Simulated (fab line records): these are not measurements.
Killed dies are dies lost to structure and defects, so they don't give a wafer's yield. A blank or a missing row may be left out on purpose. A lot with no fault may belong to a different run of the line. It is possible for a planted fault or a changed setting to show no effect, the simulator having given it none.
fab line records	flow sky130
[record] lots = 7	wafers = 21	last_day = 48
route steps=708 shown PWDE@53 NWELL@56 PAD_OPEN@708
lots with no fault: from the same line, run without faults
start_h: hours from the record's first day to the start of the lot's first wafer shown	wait_h: time in hours since the lot's previous step	" repeats the value in the row above	L1.1+2: one row covering several wafers at once	- value missing, or start not given	* or withheld: withheld	< > ~ a bound
route shown NAME@n: NAME is a module with steps in the file, n the number in the route of the first one	usual: average and standard deviation across the fault-free wafers	same: alike in all rows	chamber/n: place in a boat	sites: readings site by site	_std_site: standard deviation of those values	_edge_site: inner sites' mean taken away from outer sites' mean	radius_mm: how far each site lies from the wafer's centre	mask NAME#n: copy n	behind: the most recent tool/chamber to have shaped the wafer	hold: what put the lot on hold/how long, in hours/how the hold closed	device: the transistor (n, p or np) that didn't switch	end of line: the tests these same wafers got at the end of their route	where a step has no rows: the recipe by itself	killed: dies lost to structure and defects at the first sort, not the wafer's yield	map: the dies of a wafer, with x for killed, . for not killed, _ for no die there
set.NAME: the setting as run; set.NAME@STEP: as run at that earlier step	model.NAME: the simulator's own value behind a step, which no gauge read
lots at some steps of the route; a table a step, a row a wafer
services: the hour from which a tool's chamber was out of use, counted from the record's first day as start_h (under 0 if before that day), plus the number of hours and why
[[steps]]
[step SKY_PWDE_IMPLANT_08]
[recipe] species = B	energy_kev = 150	dose_cm2 = 3.6e+12	tilt_deg = withheld
[step SKY_PWDE_STRIP_09]
[recipe] chemistry = O2/N2	power_w = 1400	pressure_mtorr = 1500	platen_temp_c = withheld	o2_flow_sccm = 3000	n2_flow_sccm = 300	overash_fraction = 0.5
[usual] drypump_motor_current_A = 5.8/0.43	oes_product_au = 0.723/0.0045	strip_time_to_endpoint_s = 36.95/0.1
lot.wafer	tool	chamber	start_h	wait_h	drypump_motor_current_A	oes_product_au	rf_hours_counter_h	strip_time_to_endpoint_s
L154.2	plasma_asher-01	1	77.30	0.1	5.3	0.718	38	36.90
L154.3	"	0	"	"	6.1	0.725	-	36.78
L154.4	"	1	"	"	5.3	0.723	-	36.87
L156.3	plasma_asher-04	0	82.63	0.1	5.9	0.720	-	36.98
L156.4	"	1	"	"	5.2	0.717	-	37.03
L156.5	"	0	"	"	5.9	0.722	-	37.07
L157.1	plasma_asher-01	0	102.79	0.1	6.1	0.717	40	36.83
L157.2	"	1	"	"	5.3	0.727	40	36.94
L157.3	"	1	"	"	5.3	0.723	-	36.88
L159.2	plasma_asher-01	0	118.60	0.1	6.1	0.722	42	36.75
L159.3	"	1	"	"	5.3	0.721	-	36.93
L159.5	"	0	"	"	6.1	0.715	-	36.80
L162.1	plasma_asher-02	0	127.54	0.1	6.5	0.726	1	36.99
L162.3	"	1	"	"	5.8	0.729	-	37.04
L162.5	"	0	"	"	6.5	0.730	-	37.01
L163.3	plasma_asher-01	0	133.73	0.1	6.1	0.717	-	36.86
L163.4	"	1	"	"	5.3	0.730	-	36.84
L163.5	"	1	"	"	5.3	0.715	-	36.83
L166.1	plasma_asher-04	0	146.65	0.1	5.9	0.724	43	37.07
L166.3	"	0	"	"	5.9	0.721	-	37.00
L166.6	"	0	"	"	5.9	0.718	-	36.98
[step SKY_PWDE_TW_MEAS_10]
[usual] PWDE_TW = 374/3.3
lot.wafer	tool	chamber	start_h	wait_h	PWDE_TW
L154.2	film_metro-04	-	77.41	0.1	375
L154.3	"	-	"	"	374
L154.4	"	-	"	"	374
L156.3	film_metro-04	-	82.72	0.1	375
L156.4	"	-	"	"	374
L156.5	"	-	"	"	375
L157.1	film_metro-01	-	102.89	0.1	370
L157.2	"	-	"	"	370
L157.3	"	-	"	"	371
L159.2	film_metro-04	-	118.71	0.1	376
L159.3	"	-	"	"	377
L159.5	"	-	"	"	379
L162.1	film_metro-02	-	127.64	0.1	373
L162.3	"	-	"	"	371
L162.5	"	-	"	"	368
L163.3	film_metro-02	-	133.82	0.1	373
L163.4	"	-	"	"	374
L163.5	"	-	"	"	373
L166.1	film_metro-04	-	146.75	0.1	376
L166.3	"	-	"	"	375
L166.6	"	-	"	"	376
[step SKY_NWELL_DEHYDRATE_03]
[recipe] temp_c = 200	time_s = 60
[step SKY_NWELL_HMDS_04]
[recipe] prime_time_s = 60	prime_temp_c = 120
[step SKY_NWELL_COAT_05]
[recipe] spin_rpm = 2000	resist_thk_nm = 3000
[step SKY_NWELL_SOFTBAKE_06]
[recipe] temp_c = 110	time_s = withheld
[step SKY_NWELL_EXPOSE_07]
[recipe] mask_id = NWM	na = 0.6	source_shape = conventional	sigma_outer = 0.6	polarization = unpolarized	target_cd_nm = 840	dose_mj = 255
[step SKY_NWELL_PEB_08]
[recipe] temp_c = 115	time_s = withheld
[step SKY_NWELL_DEVELOP_09]
[recipe] wall_angle_deg = 90	developer = TMAH	develop_time_s = 60	dev_temp_c = 23
[step SKY_NWELL_OVL_MEAS_10]
[usual] NWELL_00_OVL = 0.9/1.8
lot.wafer	tool	chamber	start_h	wait_h	NWELL_00_OVL[nm]
L154.2	overlay-01	-	93.61	-	2.9
L154.3	"	-	"	"	2.9
L154.4	"	-	"	"	2.8
L156.3	overlay-01	-	98.47	-	4.8
L156.4	"	-	"	"	2.7
L156.5	"	-	"	"	2.4
L157.1	overlay-01	-	121.26	-	1.5
L157.2	"	-	"	"	0.0
L157.3	"	-	"	"	1.3
L159.2	overlay-02	-	137.07	-	1.0
L159.3	"	-	"	"	1.9
L159.5	"	-	"	"	2.9
L162.1	overlay-01	-	147.11	-	-2.4
L162.3	"	-	"	"	-0.4
L162.5	"	-	"	"	-1.0
L163.3	overlay-02	-	152.97	-	2.6
L163.4	"	-	"	"	2.7
L163.5	"	-	"	"	2.4
L166.1	overlay-02	-	166.25	-	-0.1
L166.3	"	-	"	"	0.5
L166.6	"	-	"	"	-0.2
[step SKY_NWELL_IMPLANT_11]
[recipe] species = P	energy_kev = 400	dose_cm2 = 1.9e+13	tilt_deg = withheld
[step SKY_NWELL_IMPLANT_12]
[recipe] species = P	energy_kev = 120	dose_cm2 = 1.3e+12	tilt_deg = withheld
lot.wafer	tool	chamber	start_h	wait_h
L154.2+3+4	implanter-02	0	93.82	0.1
L156.3+4+5	implanter-02	0	98.70	0.1
L157.1+2+3	implanter-01	0	121.45	0.1
L159.2+3+5	implanter-02	0	137.27	0.1
L159.2+3+5	implanter-02	0	138.55	1.2
L162.1+3+5	implanter-04	0	147.29	0.1
L162.1+3+5	implanter-04	0	147.61	0.3
L163.3+4+5	implanter-02	0	153.19	0.1
L163.3+4+5	implanter-02	0	153.51	0.3
L166.1+3+6	implanter-01	0	166.44	0.1
[step SKY_NWELL_IMPLANT_13]
[recipe] species = P	energy_kev = 50	dose_cm2 = 7e+11	tilt_deg = withheld
[step SKY_NWELL_STRIP_14]
[recipe] chemistry = O2/N2	power_w = 1400	pressure_mtorr = 1500	platen_temp_c = withheld	o2_flow_sccm = 3000	n2_flow_sccm = 300	overash_fraction = 0.5
[usual] drypump_motor_current_A = 5.9/0.41	oes_product_au = 0.722/0.0045	strip_time_to_endpoint_s = 36.97/0.089
lot.wafer	tool	chamber	start_h	wait_h	drypump_motor_current_A	oes_product_au	rf_hours_counter_h	strip_time_to_endpoint_s
L154.2	plasma_asher-04	0	94.09	0.1	5.9	0.725	41	37.00
L154.3	"	0	"	"	5.9	0.724	-	36.87
L154.4	"	1	"	"	5.2	0.720	-	37.02
L156.3	plasma_asher-04	1	98.98	0.1	5.2	0.716	-	36.93
L156.4	"	0	"	"	5.9	0.711	-	36.91
L156.5	"	0	"	"	5.9	0.717	-	36.98
L157.1	plasma_asher-02	0	121.75	0.1	6.5	0.729	0	37.00
L157.2	"	1	"	"	5.9	0.721	0	37.14
L157.3	"	1	"	"	5.8	0.720	-	37.01
L159.2	plasma_asher-02	0	138.82	0.1	6.5	0.724	2	37.04
L159.3	"	1	"	"	5.8	0.717	-	37.02
L159.5	"	0	"	"	6.5	0.718	-	36.97
L162.1	plasma_asher-04	0	147.91	0.1	5.9	0.732	43	36.98
L162.3	"	0	"	"	5.9	0.720	-	37.06
L162.5	"	0	"	"	5.9	0.716	-	36.87
L163.3	plasma_asher-02	0	153.79	0.1	6.5	0.728	-	37.02
L163.4	"	1	"	"	5.8	0.720	-	37.13
L163.5	"	0	"	"	6.5	0.723	-	36.94
L166.1	plasma_asher-03	0	166.74	0.1	5.9	0.723	38	37.13
L166.3	"	0	"	"	5.9	0.718	-	37.08
L166.6	"	0	"	"	5.9	0.731	-	37.12
[step SKY_NWELL_TW_MEAS_15]
[usual] NWELL_TW = 1822/21
lot.wafer	tool	chamber	start_h	wait_h	NWELL_TW
L154.2	film_metro-01	-	94.20	0.1	1803
L154.3	"	-	"	"	1818
L154.4	"	-	"	"	1815
L156.3	film_metro-04	-	99.07	0.1	1838
L156.4	"	-	"	"	1831
L156.5	"	-	"	"	1838
L157.1	film_metro-04	-	121.85	0.1	1856
L157.2	"	-	"	"	1848
L157.3	"	-	"	"	1859
L159.2	film_metro-02	-	138.93	0.1	1841
L159.3	"	-	"	"	1822
L159.5	"	-	"	"	1838
L162.1	film_metro-02	-	148.01	0.1	1829
L162.3	"	-	"	"	1829
L162.5	"	-	"	"	1821
L163.3	film_metro-01	-	153.88	0.1	1821
L163.4	"	-	"	"	1819
L163.5	"	-	"	"	1827
L166.1	film_metro-01	-	166.84	0.1	1807
L166.3	"	-	"	"	1802
L166.6	"	-	"	"	1805
[step SKY_NWELL_DEHYDRATE_16]
[recipe] temp_c = 200	time_s = 60
[step SKY_NWELL_HMDS_17]
[recipe] prime_time_s = 60	prime_temp_c = 120
[step SKY_NWELL_COAT_18]
[recipe] spin_rpm = 2000	resist_thk_nm = 3000
[step SKY_NWELL_SOFTBAKE_19]
[recipe] temp_c = 110	time_s = withheld
[step SKY_NWELL_EXPOSE_20]
[recipe] mask_id = NWM_COMPLEMENT	na = 0.6	source_shape = conventional	sigma_outer = 0.6	polarization = unpolarized	target_cd_nm = 840	dose_mj = 260
[step SKY_NWELL_PEB_21]
[recipe] temp_c = 115	time_s = withheld
[step SKY_NWELL_DEVELOP_22]
[recipe] wall_angle_deg = 90	developer = TMAH	develop_time_s = 60	dev_temp_c = 23
[step SKY_NWELL_OVL_MEAS_23]
[usual] NWELL_01_OVL = 0.8/1.2
lot.wafer	tool	chamber	start_h	wait_h	NWELL_01_OVL[nm]
L154.2	overlay-01	-	111.32	-	1.7
L154.3	"	-	"	"	1.1
L154.4	"	-	"	"	0.6
L156.3	overlay-02	-	116.67	-	1.2
L156.4	"	-	"	"	-0.1
L156.5	"	-	"	"	-0.7
L157.1	overlay-02	-	141.02	-	0.6
L157.2	"	-	"	"	0.2
L157.3	"	-	"	"	1.5
L159.2	overlay-01	-	157.21	-	1.3
L159.3	"	-	"	"	-2.2
L159.5	"	-	"	"	0.2
L162.1	overlay-02	-	166.76	-	1.7
L162.3	"	-	"	"	1.3
L162.5	"	-	"	"	0.7
L163.3	overlay-01	-	173.92	-	-0.6
L163.4	"	-	"	"	0.8
L163.5	"	-	"	"	-0.1
L166.1	overlay-01	-	187.17	-	-0.6
L166.3	"	-	"	"	1.0
L166.6	"	-	"	"	1.4
[step SKY_NWELL_IMPLANT_24]
[recipe] species = B	energy_kev = 140	dose_cm2 = 9.2e+12	tilt_deg = withheld
[step SKY_NWELL_STRIP_25]
[recipe] chemistry = O2/N2	power_w = 1400	pressure_mtorr = 1500	platen_temp_c = withheld	o2_flow_sccm = 3000	n2_flow_sccm = 300	overash_fraction = 0.5
[usual] drypump_motor_current_A = 5.9/0.37	oes_product_au = 0.722/0.0045	strip_time_to_endpoint_s = 36.93/0.1
lot.wafer	tool	chamber	start_h	wait_h	drypump_motor_current_A	oes_product_au	rf_hours_counter_h	strip_time_to_endpoint_s
L154.2	plasma_asher-03	1	111.50	0.1	5.6	0.718	31	36.77
L154.3	"	0	"	"	5.9	0.723	-	36.87
L154.4	"	1	"	"	5.6	0.729	-	36.85
L156.3	plasma_asher-03	0	116.88	0.1	5.9	0.715	-	36.90
L156.4	"	1	"	"	5.6	0.718	-	36.81
L156.5	"	0	"	"	5.9	0.716	-	36.94
L157.1	plasma_asher-04	1	141.20	0.1	5.2	0.729	43	36.88
L157.2	"	0	"	"	5.9	0.729	43	36.90
L157.3	"	1	"	"	5.2	0.716	-	36.95
L159.2	plasma_asher-04	1	157.39	0.1	5.2	0.724	44	37.04
L159.3	"	0	"	"	5.9	0.722	-	36.84
L159.5	"	0	"	"	6.0	0.722	-	36.92
L162.1	plasma_asher-02	0	166.95	0.1	6.5	0.725	5	36.93
L162.3	"	0	"	"	6.5	0.721	-	36.95
L162.5	"	1	"	"	5.8	0.723	-	36.99
L163.3	plasma_asher-03	1	174.13	0.1	5.7	0.728	-	36.93
L163.4	"	0	"	"	5.9	0.723	-	36.90
L163.5	"	0	"	"	5.9	0.720	-	36.98
L166.1	plasma_asher-04	1	187.35	0.1	5.2	0.720	47	36.94
L166.3	"	0	"	"	6.0	0.718	-	36.97
L166.6	"	1	"	"	5.2	0.724	-	36.89
[step SKY_NWELL_TW_MEAS_26]
[usual] NWELL_2_TW = 495/4.9
lot.wafer	tool	chamber	start_h	wait_h	NWELL_2_TW
L154.2	film_metro-01	-	111.61	0.1	493
L154.3	"	-	"	"	490
L154.4	"	-	"	"	490
L156.3	film_metro-02	-	116.96	0.1	498
L156.4	"	-	"	"	495
L156.5	"	-	"	"	498
L157.1	film_metro-01	-	141.30	0.1	490
L157.2	"	-	"	"	490
L157.3	"	-	"	"	491
L159.2	film_metro-02	-	157.50	0.1	492
L159.3	"	-	"	"	496
L159.5	"	-	"	"	491
L162.1	film_metro-04	-	167.05	0.1	498
L162.3	"	-	"	"	498
L162.5	"	-	"	"	500
L163.3	film_metro-02	-	174.22	0.1	499
L163.4	"	-	"	"	499
L163.5	"	-	"	"	498
L166.1	film_metro-01	-	187.45	0.1	496
L166.3	"	-	"	"	493
L166.6	"	-	"	"	493
[step SKY_NWELL_CLEAN_27]
[recipe] chemistry = SC1/SC2	mix = 1:4:20	temp_c = 70	time_s = 150	dry = n2_spin
[step SKY_NWELL_RTA_28]
[recipe] temp_c = 1050	time_s = 30	idle_temp_c = 650	ramp_up_c_per_s = 150	ramp_down_c_per_s = 90	ambient = N2
[usual] lamp_power_pct = 25.30/0.055	ramp_down_c_per_s = 90.001/0.018	wafer_temp_C_max = 1054.8/1
lot.wafer	tool	chamber	start_h	wait_h	lamp_power_pct	ramp_down_c_per_s	wafer_temp_C_max
L154.2	rtp_anneal-02	0	111.73	0.0	25.39	89.971	1054.2
L154.3	"	0	"	"	25.28	90.015	1054.1
L154.4	"	0	"	"	25.29	89.959	1054.9
L156.3	rtp_anneal-02	0	117.09	0.0	25.25	90.008	1056.6
L156.4	"	0	"	"	25.25	90.014	1054.9
L156.5	"	0	"	"	25.30	89.985	1055.1
L157.1	rtp_anneal-01	0	141.41	0.0	25.30	90.001	1054.9
L157.2	"	0	"	"	25.36	90.009	1055.2
L157.3	"	0	"	"	25.39	90.001	1054.3
L159.2	rtp_anneal-02	0	157.62	0.0	25.33	90.021	1054.4
L159.3	"	0	"	"	25.28	89.997	1055.5
L159.5	"	0	"	"	25.28	89.975	1052.7
L162.1	rtp_anneal-02	0	167.16	0.0	25.37	90.026	1053.4
L162.3	"	0	"	"	25.34	89.974	1054.7
L162.5	"	0	"	"	25.24	89.987	1055.9
L163.3	rtp_anneal-01	0	174.34	0.0	25.27	89.987	1052.9
L163.4	"	0	"	"	25.26	90.002	1055.5
L163.5	"	0	"	"	25.38	89.991	1054.1
L166.1	rtp_anneal-02	0	187.56	0.0	25.30	90.006	1057.1
L166.3	"	0	"	"	25.28	89.992	1055.3
L166.6	"	0	"	"	25.35	89.981	1054.7
[step SKY_NWELL_RS_MEAS_29]
[recipe] thk_meas_gauge = four-point-probe
[usual] NWELL_RS = 624.8/1.5
lot.wafer	tool	chamber	start_h	wait_h	NWELL_RS[ohm/sq]
L154.2	film_metro-02	-	111.84	0.1	625.5
L154.3	"	-	"	"	625.2
L154.4	"	-	"	"	625.9
L156.3	film_metro-01	-	117.19	0.1	626.5
L156.4	"	-	"	"	622.8
L156.5	"	-	"	"	625.1
L157.1	film_metro-02	-	141.51	0.1	623.6
L157.2	"	-	"	"	622.3
L157.3	"	-	"	"	623.2
L159.2	film_metro-01	-	157.73	0.1	595.2
L159.3	"	-	"	"	595.0
L159.5	"	-	"	"	593.3
L159.2	film_metro-01	-	158.09	0.3	594.5
L159.3	"	-	"	"	596.0
L159.5	"	-	"	"	593.2
L162.1	film_metro-01	-	167.26	0.1	592.7
L162.3	"	-	"	"	593.6
L162.5	"	-	"	"	595.2
L162.1	film_metro-01	-	167.62	0.3	593.2
L162.3	"	-	"	"	592.3
L162.5	"	-	"	"	594.0
L163.3	film_metro-04	-	174.45	0.1	595.4
L163.4	"	-	"	"	595.1
L163.5	"	-	"	"	596.4
L163.3	film_metro-04	-	174.81	0.3	596.2
L163.4	"	-	"	"	593.8
L163.5	"	-	"	"	594.9
L166.1	film_metro-02	-	187.66	0.1	626.4
L166.3	"	-	"	"	624.3
L166.6	"	-	"	"	624.6
[step SKY_PAD_OPEN_PROBE_99]
[usual] killed_at_M0_to_M3 = 43/6.8	killed_at_M4_up = 3.0/1.8	killed_at_contacts = 23/5.4	killed_at_front_end = 15/4.4	killed_at_other = 0.3/0.51	killed_dies = 85/9.2	killed_open = 47/6.8	killed_short = 39/6.8
[same] gross_dies = 492	killed_at_back_side = 0
lot.wafer	tool	chamber	start_h	wait_h	killed_at_M0_to_M3	killed_at_M4_up	killed_at_contacts	killed_at_front_end	killed_at_other	killed_dies	killed_open	killed_short	model.etest.nfet_16v.r_on_ohm_um	model.etest.pfet_16v.r_on_ohm_um	model.etest.pfet_g5v0d10v5.r_on_ohm_um	model.etest.tip_p.rs_ohm_sq	model.etest.tip_p_5v.rs_ohm_sq	model.etest.pfet_01v8.r_on_ohm_um	model.etest.pfet_g5v0d10v5.drive_ua_um	model.etest.pfet_01v8_lvt.drive_ua_um
L154.2	prober-01	-	1080.72	0.1	46	3	31	12	0	92	53	39	1.402e+04	1.544e+04	4760	6892	2852	2840	339.7	174.2
L154.3	prober-01	-	1080.77	0.2	37	4	21	16	1	79	45	34	1.416e+04	1.534e+04	4795	6895	2816	2835	339.4	173.4
L154.4	prober-01	-	1080.82	0.2	34	5	24	12	0	75	47	28	1.385e+04	1.536e+04	4718	6884	2834	2822	345.5	176
L156.3	prober-01	-	1090.42	0.2	43	2	25	17	0	87	48	39	1.459e+04	1.545e+04	4768	6807	2865	2906	340.7	174.4
L156.4	prober-01	-	1090.47	0.2	48	0	24	15	0	87	51	36	1.45e+04	1.514e+04	4696	6776	2846	2881	345.9	176.6
L156.5	prober-01	-	1090.52	0.2	31	5	22	13	1	72	49	23	1.45e+04	1.52e+04	4597	6805	2838	2836	349.7	176.1
L157.1	prober-02	-	1112.87	0.1	44	1	32	23	1	101	57	44	1.418e+04	1.49e+04	4731	6715	2886	2710	345.1	175.2
L157.2	prober-02	-	1112.92	0.1	33	6	22	24	0	85	42	43	1.427e+04	1.491e+04	4723	6717	2876	2762	343.5	173.6
L157.3	prober-02	-	1112.97	0.2	42	2	26	17	1	88	41	47	1.413e+04	1.488e+04	4708	6699	2863	2766	344.7	175.8
L159.2	prober-02	-	1128.52	0.1	38	2	24	13	0	77	43	34	1.348e+04	1.618e+04	5287	7147	3068	3050	295.3	145.1
L159.3	prober-02	-	1128.57	0.2	31	1	18	10	0	60	35	25	1.351e+04	1.594e+04	5258	7171	3086	3037	297	145.9
L159.5	prober-02	-	1128.67	0.2	48	2	17	8	1	76	40	36	1.335e+04	1.661e+04	5272	7232	3108	3066	297.1	144.8
L162.1	prober-02	-	1145.92	0.1	58	5	17	18	0	98	55	43	1.331e+04	1.567e+04	5217	7100	3083	2914	298	147.2
L162.3	prober-02	-	1146.02	0.2	50	4	26	15	0	95	42	53	1.335e+04	1.554e+04	5210	7050	3084	2968	299.1	145.8
L162.5	prober-02	-	1146.12	0.2	54	1	17	13	0	85	50	35	1.342e+04	1.572e+04	5197	7138	3061	2975	299.2	144.9
L163.3	prober-01	-	1147.17	0.2	43	1	22	25	0	91	48	43	1.334e+04	1.587e+04	5236	7236	3113	3099	297.4	142.7
L163.4	prober-01	-	1147.22	0.2	38	4	26	18	0	86	43	43	1.34e+04	1.593e+04	5289	7230	3137	3058	291.8	142.6
L163.5	prober-01	-	1147.27	0.2	46	1	24	13	0	84	46	38	1.31e+04	1.546e+04	5247	7230	3128	3081	301.1	143.4
L166.1	prober-01	-	1155.84	0.1	40	4	24	15	1	84	39	45	1.439e+04	1.517e+04	4857	6931	2848	3023	331.7	172.8
L166.3	prober-01	-	1155.94	0.2	40	0	30	14	0	84	44	40	1.422e+04	1.524e+04	4747	6958	2867	2901	341	175.7
L166.6	prober-01	-	1156.09	0.2	42	4	26	17	0	89	51	37	1.426e+04	1.537e+04	4814	6952	2849	2924	333.9	174.3
// killed by level:class
L154.2 LI_CONTACT:geometric_particle:open=9 VIA1:geometric_particle:open=9 CONTACT:geometric_particle:short=8 METAL2:geometric_particle:short=7 CONTACT:geometric_particle:open=7 VIA3:geometric_particle:open=7 VIA2:geometric_particle:open=6 FIELD_ISO:geometric_particle:open=5
L154.3 VIA1:geometric_particle:open=12 CONTACT:geometric_particle:open=7 LI_CONTACT:geometric_particle:open=6 POLY_GATE:geometric_particle:open=4 POLY_GATE:geometric_particle:short=4 METAL2:geometric_particle:short=4 METAL3:geometric_particle:short=4 FIELD_ISO:geometric_particle:short=3
L154.4 LI_CONTACT:geometric_particle:open=11 METAL1:geometric_particle:short=8 CONTACT:geometric_particle:open=7 METAL2:geometric_particle:short=5 VIA2:geometric_particle:open=5 VIA3:geometric_particle:open=5 POLY_GATE:geometric_particle:open=4 VIA1:geometric_particle:open=4
L156.3 VIA1:geometric_particle:open=15 LI_CONTACT:geometric_particle:open=10 CONTACT:geometric_particle:open=6 VIA3:geometric_particle:open=6 FIELD_ISO:geometric_particle:open=5 VIA1:geometric_particle:short=5 VIA2:geometric_particle:short=5 LI_CONTACT:geometric_particle:short=4
L156.4 VIA1:geometric_particle:open=10 LI_CONTACT:geometric_particle:open=7 CONTACT:geometric_particle:open=7 POLY_GATE:geometric_particle:open=6 VIA3:geometric_particle:open=6 CONTACT:geometric_particle:short=6 VIA1:geometric_particle:short=6 VIA2:geometric_particle:short=5
L156.5 VIA1:geometric_particle:open=13 CONTACT:geometric_particle:open=12 LI_CONTACT:geometric_particle:open=5 VIA3:geometric_particle:open=5 FIELD_ISO:geometric_particle:open=4 METAL2:geometric_particle:short=4 METAL3:geometric_particle:short=4 POLY_GATE:geometric_particle:open=3
L157.1 LI_CONTACT:geometric_particle:open=13 VIA1:geometric_particle:open=13 VIA3:geometric_particle:open=8 CONTACT:geometric_particle:open=7 FIELD_ISO:geometric_particle:open=6 POLY_GATE:geometric_particle:short=5 CONTACT:geometric_particle:short=5 VIA1:geometric_particle:short=5
L157.2 LI_CONTACT:geometric_particle:open=10 VIA1:geometric_particle:open=10 FIELD_ISO:geometric_particle:short=8 METAL4:geometric_particle:short=6 METAL2:geometric_particle:short=6 CONTACT:geometric_particle:open=5 POLY_GATE:geometric_particle:short=4 LI_CONTACT:geometric_particle:short=4
L157.3 VIA1:geometric_particle:open=10 CONTACT:geometric_particle:short=9 VIA3:geometric_particle:open=8 METAL2:geometric_particle:short=6 LOCAL_INTERCONNECT:geometric_particle:short=5 CONTACT:geometric_particle:open=5 POLY_GATE:geometric_particle:open=4 LI_CONTACT:geometric_particle:open=4
L159.2 VIA2:geometric_particle:open=10 LI_CONTACT:geometric_particle:open=9 CONTACT:geometric_particle:open=7 FIELD_ISO:geometric_particle:open=5 VIA1:geometric_particle:open=5 METAL1:geometric_particle:short=4 METAL2:geometric_particle:short=4 CONTACT:geometric_particle:short=4
L159.3 VIA1:geometric_particle:open=7 LI_CONTACT:geometric_particle:open=6 METAL2:geometric_particle:short=6 VIA3:geometric_particle:open=6 CONTACT:geometric_particle:open=5 CONTACT:geometric_particle:short=4 POLY_GATE:geometric_particle:open=4 VIA2:geometric_particle:open=4
L159.5 VIA1:geometric_particle:open=9 METAL2:geometric_particle:open=8 LI_CONTACT:geometric_particle:open=6 METAL1:geometric_particle:short=6 METAL2:geometric_particle:short=6 CONTACT:geometric_particle:open=5 METAL3:geometric_particle:short=5 VIA1:geometric_particle:short=4
L162.1 VIA1:geometric_particle:open=16 VIA2:geometric_particle:open=13 FIELD_ISO:geometric_particle:open=9 VIA1:geometric_particle:short=7 METAL1:geometric_particle:short=5 LOCAL_INTERCONNECT:geometric_particle:short=5 VIA3:geometric_particle:open=5 METAL2:geometric_particle:short=5
L162.3 VIA1:geometric_particle:open=13 METAL1:geometric_particle:short=8 LI_CONTACT:geometric_particle:open=7 CONTACT:geometric_particle:short=7 VIA1:geometric_particle:short=7 METAL2:geometric_particle:short=6 VIA2:geometric_particle:open=6 LOCAL_INTERCONNECT:geometric_particle:short=5
L162.5 VIA1:geometric_particle:open=16 VIA1:geometric_particle:short=7 CONTACT:geometric_particle:short=5 CONTACT:geometric_particle:open=5 VIA2:geometric_particle:short=5 VIA2:geometric_particle:open=5 VIA3:geometric_particle:open=5 METAL1:geometric_particle:short=4
L163.3 VIA3:geometric_particle:open=10 CONTACT:geometric_particle:short=8 POLY_GATE:geometric_particle:open=7 POLY_GATE:geometric_particle:short=6 VIA2:geometric_particle:open=6 CONTACT:geometric_particle:open=6 METAL1:geometric_particle:short=5 VIA1:geometric_particle:open=5
L163.4 VIA1:geometric_particle:open=10 CONTACT:geometric_particle:open=8 POLY_GATE:geometric_particle:short=7 CONTACT:geometric_particle:short=7 LI_CONTACT:geometric_particle:open=7 POLY_GATE:geometric_particle:open=5 METAL1:geometric_particle:short=5 METAL2:geometric_particle:short=5
L163.5 LI_CONTACT:geometric_particle:open=10 VIA2:geometric_particle:open=10 VIA1:geometric_particle:open=8 METAL1:geometric_particle:short=7 CONTACT:geometric_particle:open=6 POLY_GATE:geometric_particle:short=5 METAL3:geometric_particle:short=5 LOCAL_INTERCONNECT:geometric_particle:short=4
L166.1 CONTACT:geometric_particle:open=9 VIA1:geometric_particle:short=8 VIA3:geometric_particle:open=7 VIA3:geometric_particle:short=5 POLY_GATE:geometric_particle:open=5 LI_CONTACT:geometric_particle:open=5 POLY_GATE:geometric_particle:short=4 METAL1:geometric_particle:short=4
L166.3 LI_CONTACT:geometric_particle:open=14 VIA1:geometric_particle:open=9 METAL1:geometric_particle:short=7 CONTACT:geometric_particle:short=6 VIA3:geometric_particle:open=6 FIELD_ISO:geometric_particle:short=5 LI_CONTACT:geometric_particle:short=5 METAL2:geometric_particle:short=4
L166.6 LI_CONTACT:geometric_particle:open=9 CONTACT:geometric_particle:open=9 VIA1:geometric_particle:open=8 METAL2:geometric_particle:short=8 POLY_GATE:geometric_particle:open=5 VIA1:geometric_particle:short=5 VIA3:geometric_particle:open=5 POLY_GATE:geometric_particle:short=4
[[services]]
tool	chamber	start_h	hours	kind
plasma_asher-01	-	64.96	1.6	repair
plasma_asher-02	-	94.73	0.6	repair
plasma_asher-01	-	95.22	2.8	pm
plasma_asher-04	-	105.07	28.1	pm
plasma_asher-02	-	108.75	9.0	pm
plasma_asher-02	0	108.75	12.9	vent_cycle
plasma_asher-02	1	108.75	12.9	vent_cycle
plasma_asher-02	-	111.51	10.1	repair
plasma_asher-02	0	117.75	-	clean
plasma_asher-02	1	117.75	-	clean
implanter-02	-	128.96	1.2	repair
implanter-02	-	129.44	2.6	repair
implanter-01	-	163.69	2.1	repair
[[key]]
[first_sign] step = SKY_NWELL_IMPLANT_12	reading = visit	direction = added
[effect] step = SKY_NWELL_RS_MEAS_29	reading = visit	direction = added
[effect] step = SKY_NWELL_RS_MEAS_29	reading = NWELL_RS	direction = down	sigmas = 20	usual = 624.8	struck = 594.7
[model_effect] step = SKY_PAD_OPEN_PROBE_99	value = etest.nfet_16v.r_on_ohm_um	without = 1.411e+04	struck = 1.336e+04
met_at SKY_NWELL_IMPLANT_12
struck_wafers L159.2,L159.3,L159.5,L162.1,L162.3,L162.5,L163.3,L163.4,L163.5
tester_left_out L159,L162,L163
[fault] kind = repeated_step_whole	tool = implanter-01,implanter-02,implanter-04	chamber = -	onset_h = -	steps = SKY_NWELL_IMPLANT_12	times = 1	scope = struck_lots_only
// tester_left_out: of these lots the tester's yield and bins aren't shown, on N5 and GAA mostly nor the transistor test; their killed dies are dies lost to structure and defects alone, not to doping, threshold or leakage, so they don't give the yield
